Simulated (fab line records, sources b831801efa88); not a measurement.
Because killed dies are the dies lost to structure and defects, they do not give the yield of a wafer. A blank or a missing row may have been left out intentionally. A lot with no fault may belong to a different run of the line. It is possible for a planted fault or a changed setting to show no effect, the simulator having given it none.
The tool behind it: which one?	flow sky130	72 wafers from 24 lots sampled at 5 of the route's 708 steps

== WHAT EACH GAUGE READ, for each wafer ==
SKY_LI_CONTACT_OVL_MEAS_13.
lot	measured	on	LI_CONTACT_OVL (nm)
L074	day 29 09:15	overlay-02	12 7 13
L075	day 29 18:35	overlay-01	-11 -8 -8
L076	day 30 07:21	overlay-02	2 5 8
L077	day 30 22:43	overlay-01	5 1 -4
L079	day 31 01:07	overlay-02	2 -5 2
L078	day 31 07:38	overlay-01	1 0 -6
L080	day 31 14:47	overlay-01	-4 0 0
L081	day 32 01:02	overlay-02	-9 -9 -7
L082	day 32 08:00	overlay-02	-3 6 7
L083	day 33 00:24	overlay-01	2 -2 1
L084	day 33 08:00	overlay-01	1 -1 1
L085	day 33 13:43	overlay-01	-4 -3 3
L086	day 33 16:00	overlay-01	0 -10 2
L087	day 33 22:09	overlay-02	-7 6 -7
L088	day 34 15:39	overlay-02	2 -1 -2
L089	day 34 21:20	overlay-02	-10 -5 -3
L090	day 35 00:07	overlay-01	-3 5 2
L091	day 35 03:47	overlay-02	-7 1 -9
L092	day 35 11:21	overlay-02	-4 0 4
L094	day 35 21:02	overlay-02	-11 -10 -13
L093	day 36 00:21	overlay-02	-2 -3 -10
L095	day 36 10:57	overlay-01	1 0 1
L096	day 36 14:27	overlay-01	-8 -3 -3
L097	day 36 15:28	overlay-02	0 -6 -9

SKY_LOCAL_INTERCONNECT_THK_MEAS_02: measures by xrf.
lot	measured	on	LOCAL_INTERCONNECT_TIN_THK (nm)
L074	day 29 10:38	film_metro-03	100.4 100.5 102.4
L075	day 29 19:59	film_metro-04	100.4 97.2 98.3
L076	day 30 08:44	film_metro-03	99.9 97.9 97.7
L077	day 31 00:05	film_metro-04	101.0 98.6 102.1
L079	day 31 02:37	film_metro-04	100.3 99.7 98.8
L078	day 31 09:01	film_metro-04	98.0 100.5 98.6
L080	day 31 16:11	film_metro-02	101.8 99.2 99.2
L081	day 32 02:26	film_metro-02	100.5 99.3 101.1
L082	day 32 09:24	film_metro-02	98.8 100.2 100.5
L083	day 33 01:47	film_metro-02	100.7 100.6 99.1
L084	day 33 09:23	film_metro-04	98.4 100.0 97.4
L085	day 33 15:07	film_metro-04	99.1 99.4 99.5
L086	day 33 17:24	film_metro-04	98.4 98.9 99.4
L087	day 33 23:32	film_metro-04	97.7 96.2 99.0
L088	day 34 17:02	film_metro-02	98.0 100.0 97.7
L089	day 34 22:43	film_metro-02	99.2 97.2 99.2
L090	day 35 01:31	film_metro-04	99.6 96.7 99.2
L091	day 35 05:10	film_metro-02	97.8 97.4 98.0
L092	day 35 12:45	film_metro-02	97.3 99.0 99.7
L094	day 35 22:25	film_metro-04	98.2 102.1 97.8
L093	day 36 01:44	film_metro-02	98.7 97.2 96.7
L095	day 36 12:20	film_metro-03	97.7 100.3 99.3
L096	day 36 15:52	film_metro-02	97.5 97.7 99.9
L097	day 36 16:53	film_metro-04	99.0 97.9 100.5

SKY_VIA1_THK_MEAS_23: measures by xrf.
lot	measured	on	VIA1_W_THK (nm)
L074	day 34 09:31	film_metro-01	263 260 262
L075	day 34 19:00	film_metro-01	271 261 271
L076	day 35 05:36	film_metro-01	269 269 268
L077	day 35 19:41	film_metro-03	272 261 262
L079	day 35 22:17	film_metro-03	268 258 262
L078	day 36 04:07	film_metro-03	271 268 270
L080	day 36 10:44	film_metro-04	276 276 274
L081	day 36 23:08	film_metro-04	274 277 274
L082	day 37 04:13	film_metro-03	267 266 265
L083	day 37 18:10	film_metro-01	263 264 265
L084	day 38 01:23	film_metro-03	263 269 267
L085	day 38 05:25	film_metro-01	261 261 259
L086	day 38 06:50	film_metro-04	262 263 265
L087	day 38 14:35	film_metro-03	273 266 273
L088	day 39 06:25	film_metro-03	264 268 264
L089	day 39 11:28	film_metro-04	275 279 266
L090	day 39 15:32	film_metro-03	261 263 260
L091	day 39 18:02	film_metro-03	261 262 263
L092	day 40 00:58	film_metro-01	256 268 270
L094	day 40 09:28	film_metro-01	269 256 256
L093	day 40 11:49	film_metro-01	264 259 262
L095	day 40 23:25	film_metro-03	270 268 266
L096	day 41 03:18	film_metro-03	267 269 265
L097	day 41 04:59	film_metro-03	261 271 255

== WHAT TOOL EACH LOT RAN ON (gives the tool, then ch and the chambers of the sampled wafers, and finally the start) ==
lot	SKY_RES_XHIGH_STRIP_08	SKY_LOCAL_INTERCONNECT_STRIP_15
L074	plasma_asher-04 ch 0,1, day 26 22:35	plasma_asher-01 ch 0,1, day 30 15:10
L075	plasma_asher-04 ch 0,1, day 27 06:23	plasma_asher-02 ch 0,1, day 31 00:58
L076	plasma_asher-02 ch 0,1, day 27 20:24	plasma_asher-02 ch 0,1, day 31 13:21
L077	plasma_asher-02 ch 0,1, day 28 11:45	plasma_asher-01 ch 0,1, day 32 04:25
L079	plasma_asher-01 ch 0,1, day 28 15:05	plasma_asher-01 ch 0,1, day 32 06:57
L078	plasma_asher-01 ch 0,1, day 28 20:54	plasma_asher-01 ch 0, day 32 13:46
L080	plasma_asher-04 ch 0,1, day 29 04:13	plasma_asher-03 ch 0,1, day 32 20:15
L081	plasma_asher-02 ch 0,1, day 29 14:34	plasma_asher-01 ch 0,1, day 33 07:04
L082	plasma_asher-01 ch 0,1, day 29 21:33	plasma_asher-02 ch 0,1, day 33 14:13
L083	plasma_asher-02 ch 0,1, day 30 14:24	plasma_asher-02 ch 0,1, day 34 05:40
L084	plasma_asher-01 ch 0,1, day 30 21:38	plasma_asher-01 ch 0,1, day 34 13:10
L085	plasma_asher-04 ch 1, day 31 03:12	plasma_asher-01 ch 0,1, day 34 18:22
L086	plasma_asher-01 ch 0,1, day 31 06:03	plasma_asher-02 ch 0,1, day 34 20:37
L087	plasma_asher-01 ch 0,1, day 31 13:26	plasma_asher-03 ch 0,1, day 35 02:58
L088	plasma_asher-02 ch 0,1, day 32 07:03	plasma_asher-01 ch 0,1, day 35 20:07
L089	plasma_asher-02 ch 0,1, day 32 12:32	plasma_asher-03 ch 0,1, day 36 01:43
L090	plasma_asher-04 ch 0,1, day 32 16:05	plasma_asher-03 ch 0, day 36 04:48
L091	plasma_asher-02 ch 0,1, day 32 20:02	plasma_asher-01 ch 0,1, day 36 07:47
L092	plasma_asher-02 ch 0,1, day 33 04:06	plasma_asher-01 ch 0,1, day 36 15:15
L094	plasma_asher-02 ch 0,1, day 33 12:48	plasma_asher-02 ch 0,1, day 37 00:58
L093	plasma_asher-02 ch 0,1, day 33 16:03	plasma_asher-03 ch 0,1, day 37 04:13
L095	plasma_asher-02 ch 0,1, day 34 04:33	plasma_asher-03 ch 0,1, day 37 14:24
L096	plasma_asher-01 ch 0,1, day 34 07:09	plasma_asher-02 ch 0,1, day 37 17:40
L097	plasma_asher-01 ch 0,1, day 34 08:51	plasma_asher-01 ch 0,1, day 37 18:58
- SKY_RES_XHIGH_STRIP_08: strips in O2/N2.
- SKY_LOCAL_INTERCONNECT_STRIP_15: strips in O2/N2.

== AS READ BY THE TOOLS THEMSELVES (means over the sampled wafers that have a number; for cases with no such wafer, the mark the record gives instead) ==
SKY_RES_XHIGH_STRIP_08.
lot	tool	drypump_motor_current_A (A)	n2_flow_sccm (sccm)	oes_product_au (a.u.)	strip_time_to_endpoint_s (s)
L074	plasma_asher-04	5.87	300.6	0.712	14.28
L075	plasma_asher-04	5.76	299.9	0.710	14.20
L076	plasma_asher-02	5.66	300.1	0.709	14.26
L077	plasma_asher-02	5.66	300.1	0.710	14.33
L079	plasma_asher-01	5.71	300.1	0.713	14.24
L078	plasma_asher-01	5.72	300.0	0.711	14.26
L080	plasma_asher-04	5.88	300.0	0.710	14.35
L081	plasma_asher-02	5.65	299.2	0.715	14.28
L082	plasma_asher-01	6.04	300.6	0.714	14.35
L083	plasma_asher-02	5.72	300.1	0.715	14.31
L084	plasma_asher-01	6.03	300.4	0.713	14.33
L085	plasma_asher-04	5.67	299.7	0.714	14.25
L086	plasma_asher-01	6.02	299.7	0.713	14.23
L087	plasma_asher-01	5.73	300.4	0.711	14.30
L088	plasma_asher-02	5.72	299.3	0.713	14.28
L089	plasma_asher-02	5.69	300.0	0.711	14.24
L090	plasma_asher-04	5.77	300.2	0.709	14.30
L091	plasma_asher-02	5.66	301.1	0.717	14.25
L092	plasma_asher-02	5.72	299.9	0.710	14.29
L094	plasma_asher-02	5.67	301.0	0.710	14.26
L093	plasma_asher-02	5.65	300.1	0.711	14.23
L095	plasma_asher-02	5.65	300.1	0.711	14.30
L096	plasma_asher-01	6.04	300.2	0.712	14.22
L097	plasma_asher-01	6.04	299.4	0.714	14.30

SKY_LOCAL_INTERCONNECT_STRIP_15.
lot	tool	drypump_motor_current_A (A)	n2_flow_sccm (sccm)	oes_product_au (a.u.)	strip_time_to_endpoint_s (s)
L074	plasma_asher-01	6.1	300.9	0.426	4.744
L075	plasma_asher-02	5.7	300.3	0.426	4.734
L076	plasma_asher-02	5.7	299.0	0.425	4.709
L077	plasma_asher-01	6.1	299.6	0.426	4.724
L079	plasma_asher-01	5.7	299.5	0.429	4.745
L078	plasma_asher-01	6.4	300.2	0.423	4.707
L080	plasma_asher-03	5.7	300.1	0.430	4.739
L081	plasma_asher-01	6.0	299.6	0.426	4.717
L082	plasma_asher-02	5.7	300.6	0.433	4.770
L083	plasma_asher-02	5.7	299.7	0.425	4.751
L084	plasma_asher-01	5.7	300.1	0.430	4.723
L085	plasma_asher-01	5.7	299.1	0.423	4.714
L086	plasma_asher-02	5.7	300.2	0.426	4.757
L087	plasma_asher-03	5.4	300.3	0.424	4.702
L088	plasma_asher-01	6.1	300.2	0.426	4.751
L089	plasma_asher-03	5.3	300.3	0.432	4.750
L090	plasma_asher-03	5.1	299.8	0.428	4.730
L091	plasma_asher-01	5.7	299.7	0.430	4.763
L092	plasma_asher-01	5.7	300.7	0.427	4.746
L094	plasma_asher-02	5.7	300.3	0.431	4.720
L093	plasma_asher-03	5.7	299.1	0.431	4.763
L095	plasma_asher-03	5.4	299.0	0.429	4.744
L096	plasma_asher-02	5.7	298.9	0.427	4.711
L097	plasma_asher-01	6.1	300.2	0.433	4.764

== THE ANSWER, worked out from the rows above alone ==
Rule: usual is defined by the lots themselves. Put in order of their means at a reading, lots are off if they are a third of the lots or fewer, leave a main group of 4 or more, and stand apart from it by a gap of 3 or more times the standard deviation of the main group's means; of several such gaps the widest counts. A main group is skipped when, at the precision printed for the reading in the tables above, its means are all equal. A lot without any number at a reading at which 4 lots or more have one is off too. All remaining lots with rows at the step are treated as sound. Order of review: gauges by route order, followed by the tools' own readings, for which a lot's mean as printed above is used. At the first step where some lot is off, the reading lying furthest off is the one used; lots without a number count as furthest.
Nothing can be told from this: no lot is off at any reading shown.

== WHAT HAD BEEN PUT IN BY THE SIMULATOR ==
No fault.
